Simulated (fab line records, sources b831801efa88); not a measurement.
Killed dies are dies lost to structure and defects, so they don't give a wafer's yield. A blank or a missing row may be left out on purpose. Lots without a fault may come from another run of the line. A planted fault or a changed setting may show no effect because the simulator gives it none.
Which tool did it? | flow sky130 | 6 lots, 18 wafers sampled, at 5 steps of a route of 708

WHAT THE GAUGES READ, wafer by wafer
SKY_LDD_HVN_TW_MEAS_10.
lot  | measured     | on            | LDD_HVN_TW
L227 | day 20 14:16 | film_metro-03 | 1428 1426 1429
L231 | day 22 16:40 | film_metro-03 | 1429 1426 1429
L237 | day 24 20:49 | film_metro-04 | 1446 1452 1438
L242 | day 25 09:10 | film_metro-01 | 1440 1435 1441
L246 | day 27 15:07 | film_metro-03 | 1410 1417 1412
L248 | day 27 18:13 | film_metro-01 | 1439 1436 1435

WHICH TOOL RAN EACH LOT (tool, then ch and the chambers of the sampled wafers, then the start)
lot  | SKY_RES_PROTECT_STRIP_07             | SKY_POLY_GATE_ETCH_17            | SKY_LDD_P_STRIP_10                   | SKY_LDD_HVN_STRIP_09
L227 | plasma_asher-02 ch 0,1, day 15 11:39 | rie_si-02 ch 0,1,2, day 16 17:58 | plasma_asher-04 ch 0,1, day 19 07:37 | plasma_asher-02 ch 0,1, day 20 14:10
L231 | plasma_asher-01 ch 0,1, day 17 14:22 | rie_si-02 ch 0,3, day 18 23:25   | plasma_asher-04 ch 0,1, day 21 16:43 | plasma_asher-01 ch 0,1, day 22 16:34
L237 | plasma_asher-04 ch 0,1, day 19 03:48 | rie_si-01 ch 0,2,3, day 20 12:43 | plasma_asher-03 ch 0,1, day 23 14:59 | plasma_asher-02 ch 0,1, day 24 20:43
L242 | plasma_asher-01 ch 0,1, day 20 13:14 | rie_si-02 ch 1,3, day 21 20:36   | plasma_asher-02 ch 0,1, day 24 03:48 | plasma_asher-01 ch 0,1, day 25 09:05
L246 | plasma_asher-02 ch 0,1, day 22 11:28 | rie_si-02 ch 0,1, day 23 20:34   | plasma_asher-04 ch 0,1, day 26 09:47 | plasma_asher-01 ch 0,1, day 27 15:01
L248 | plasma_asher-04 ch 0,1, day 22 14:42 | rie_si-01 ch 0,1, day 23 22:52   | plasma_asher-02 ch 0,1, day 26 13:15 | plasma_asher-01 ch 0,1, day 27 18:08
- SKY_RES_PROTECT_STRIP_07: strips in O2/N2.
- SKY_POLY_GATE_ETCH_17: etches poly-Si in HBr/Cl2, stops on SiO2, target depth 180 nm, time 70.5 s.
- SKY_LDD_P_STRIP_10: strips in O2/N2.
- SKY_LDD_HVN_STRIP_09: strips in O2/N2.

THE ANSWER, worked out from the rows above alone
Rule: what is usual is taken from the lots themselves. Put in order of their means at a reading, lots are off if they are a third of the lots or fewer, leave a main group of 4 or more, and stand apart from it by a gap of 3 or more times the standard deviation of the main group's means; of several such gaps the widest counts. A main group whose means are all the same, to the digits that the tables above print for the reading, isn't used. A lot without any number at a reading at which 4 lots or more have one is off too. The other lots that the step has rows for count as sound.
No lot is off at any reading shown: from this, nothing can be told.

WHAT THE SIMULATOR HAD PUT IN
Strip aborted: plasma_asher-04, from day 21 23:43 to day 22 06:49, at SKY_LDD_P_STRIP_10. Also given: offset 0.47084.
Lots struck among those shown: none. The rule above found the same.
